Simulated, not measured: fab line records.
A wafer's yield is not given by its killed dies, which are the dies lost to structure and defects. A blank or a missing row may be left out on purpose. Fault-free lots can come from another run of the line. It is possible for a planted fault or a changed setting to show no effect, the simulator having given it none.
Which tool did it? ; flow gf180mcu ; 36 wafers from 12 lots sampled at 2 of the route's 602 steps

## WHAT EACH GAUGE READ, for each wafer
GF_V1_OVL_MEAS_15.
lot;measured;on;V1_OVL (nm)
L075;day 18 10:14;overlay-01;-10 -1 -7
L077;day 19 11:44;overlay-01;-2 -5 -10
L078;day 20 03:47;overlay-01;-4 1 -6
L081;day 20 20:56;overlay-02;-4 3 7
L083;day 21 16:31;overlay-01;2 -12 1
L085;day 22 09:08;overlay-01;-2 -1 -4
L087;day 22 22:38;overlay-01;1 -5 -2
L089;day 23 13:34;overlay-01;1 5 6
L091;day 24 09:38;overlay-01;0 -15 -7
L093;day 24 19:32;overlay-02;-3 -6 -9
L095;day 25 14:07;overlay-01;-3 -6 -7
L097;day 26 07:32;overlay-01;-4 5 -5

## WHAT TOOL EACH LOT RAN ON (gives the tool, then ch and the chambers of the sampled wafers, and finally the start)
lot;GF_M1_SPUTTER_00
L075;pvd_sputter-03, day 16 10:40
L077;pvd_sputter-04, day 17 10:10
L078;pvd_sputter-03, day 18 01:56
L081;pvd_sputter-03, day 18 18:00
L083;pvd_sputter-03, day 19 14:14
L085;pvd_sputter-03, day 20 06:34
L087;pvd_sputter-01, day 20 21:19
L089;pvd_sputter-01, day 21 12:19
L091;pvd_sputter-03, day 22 10:14
L093;pvd_sputter-01, day 22 19:51
L095;pvd_sputter-03, day 23 15:44
L097;pvd_sputter-01, day 24 10:28
- GF_M1_SPUTTER_00: material Ti, target thk 37.5 nm, time 150 s.

## THE ANSWER, worked out from the rows above alone
Rule: the usual values come from the lots themselves. Put in order of their means at a reading, lots are off if they are a third of the lots or fewer, leave a main group of 4 or more, and stand apart from it by a gap of 3 or more times the standard deviation of the main group's means; of several such gaps the widest counts. A main group is skipped when, at the precision printed for the reading in the tables above, its means are all equal. A lot without any number at a reading at which 4 lots or more have one is off too. All remaining lots with rows at the step are treated as sound.
Across all readings shown, no lot is off: no conclusion can be drawn from this.

## WHAT HAD BEEN PUT IN BY THE SIMULATOR
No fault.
